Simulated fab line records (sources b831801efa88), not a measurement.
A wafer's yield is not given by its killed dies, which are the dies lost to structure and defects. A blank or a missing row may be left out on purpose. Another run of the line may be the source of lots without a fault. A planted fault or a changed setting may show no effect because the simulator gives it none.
Struck lot and sound lot, side by side ; flow sky130 ; 16 out of 708 route steps
Sound: the wafers L719.2, L719.3, L719.6. Struck: wafer L724.3. (L724.1, L724.2 of the same lot were not struck and are left out.) The cause comes at the end.
Each step with rows lists, per side, the tool, then ch with its chambers, then its first start. Under that, the readings that differ: sound wafers ; struck wafers ; difference of the means ; sigmas: that difference in standard deviations of wafers without a fault.
alike: a reading whose means differ by less than 2 such deviations, as well as words and numbers matching on both sides. not compared: withheld readings; readings where some wafer has no value; bounds like >300 that might hide an equal value; numbers whose values overlap and for which the record gives no deviation.
A row with sigmas, a row that says differs or no value, or rows on one side alone: a step with any of these is where the two part. Numbers that don't overlap but have no deviation are shown without sigmas and don't part them. A reading that every wafer of one side lacks parts them only if that side has two wafers or more.

SKY_SD_N_OVL_MEAS_08:
  sound on overlay-02 at day 32 00:01; struck on overlay-01 at day 33 11:49
  alike: SD_N_OVL
then, 2 steps without rows for these wafers: SKY_SD_N_IMPLANT_09; SKY_SD_N_IMPLANT_10.
SKY_SD_N_STRIP_11: strips in O2/N2.
  sound on plasmaAsher-04 ch 1, day 32 00:21; struck on plasmaAsher-04 ch 1, day 33 12:09
  alike: drypumpMotorCurrentA, oesProductAu, stripTimeToEndpointS
  not compared: rfHoursCounterH
SKY_SD_N_TW_MEAS_12:
  sound on filmMetro-03 at day 32 00:28; struck on filmMetro-03 at day 33 12:15
  alike: SD_N_TW
then, 1 step without rows for these wafers: SKY_SD_N_CLEAN_13 (cleans in SC1/SC2, time 150 s).
SKY_SD_N_RTA_14: time 2 s.
  sound on rtpAnneal-02 ch 0, day 32 00:35; struck on rtpAnneal-01 ch 0, day 33 12:22
  alike: lampPowerPct, wafer_temp_C_max
SKY_SD_N_RS_MEAS_16: the measuring method here is four-point-probe.
  sound on filmMetro-02 at day 32 00:46; struck on filmMetro-02 at day 33 12:32
  alike: SD_N_RS
SKY_SD_N_RS_MEAS_17: the measuring method here is four-point-probe.
  sound on filmMetro-02 at day 32 00:53; struck on filmMetro-02 at day 33 12:39
  alike: SD_P_RS
SKY_SD_N_RS_MEAS_18: the measuring method here is four-point-probe.
  sound on filmMetro-02 at day 32 01:00; struck on filmMetro-02 at day 33 12:46
  alike: RES_XHIGH_RS
then, 1 step without rows for these wafers: SKY_SALICIDE_CLEAN_00 (cleans in HF-last, time 30 s).
SKY_LI_CONTACT_HDPCVD_00: deposits PSG, target thk 930 nm, time 155 s.
  sound on hdpcvd-01 ch 0,1, day 32 01:07; struck on hdpcvd-02 ch 2, day 33 12:55
reading;sound;struck;difference;sigmas
runLengthS (s);182.3 182.3 182.4;197.3;+15.0;+33
model.PSG_of_LI_CONTACT_HDPCVD_00.thkNm (nm);923 910.5 911.1;1013;+98;
SKY_LI_CONTACT_THK_MEAS_01:
  sound on filmMetro-02 at day 32 01:14; struck on filmMetro-04 at day 33 13:17
reading;sound;struck;difference;sigmas
LI_CONTACT_HDPCVD_THK (nm);923 910 912;1013;+98;+13
  not compared: hold
SKY_LI_CONTACT_CMP_02: polishes PSG.
  sound on cmp-02 ch 0,1,3, day 32 01:17; struck on cmp-01 ch 1, day 33 15:53
reading;sound;struck;difference;sigmas
hold;- - -;awaitDispo/1.0h/release;no value on the sound wafers;
timeToEndpointS (s);33.2 28.5 30.4;43.0;+12.3;+5
  alike: motorCurrentA
SKY_LI_CONTACT_BOW_MEAS_03:
  sound on filmMetro-04 at day 32 01:36; struck on filmMetro-04 at day 33 16:11
reading;sound;struck;difference;sigmas
LI_CONTACT_BOW (um);52 46 59;67;+15;+2
following that, these wafers have no rows for 1 step: SKY_PAD_OPEN_PROBE_99.

## WHERE THEY PART
At SKY_LI_CONTACT_HDPCVD_00 first; at SKY_LI_CONTACT_BOW_MEAS_03 last (within this record only).

WHY: whatever the simulator had introduced
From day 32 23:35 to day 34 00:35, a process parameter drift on hdpcvd-02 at SKY_LI_CONTACT_HDPCVD_00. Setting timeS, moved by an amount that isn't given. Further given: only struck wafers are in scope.
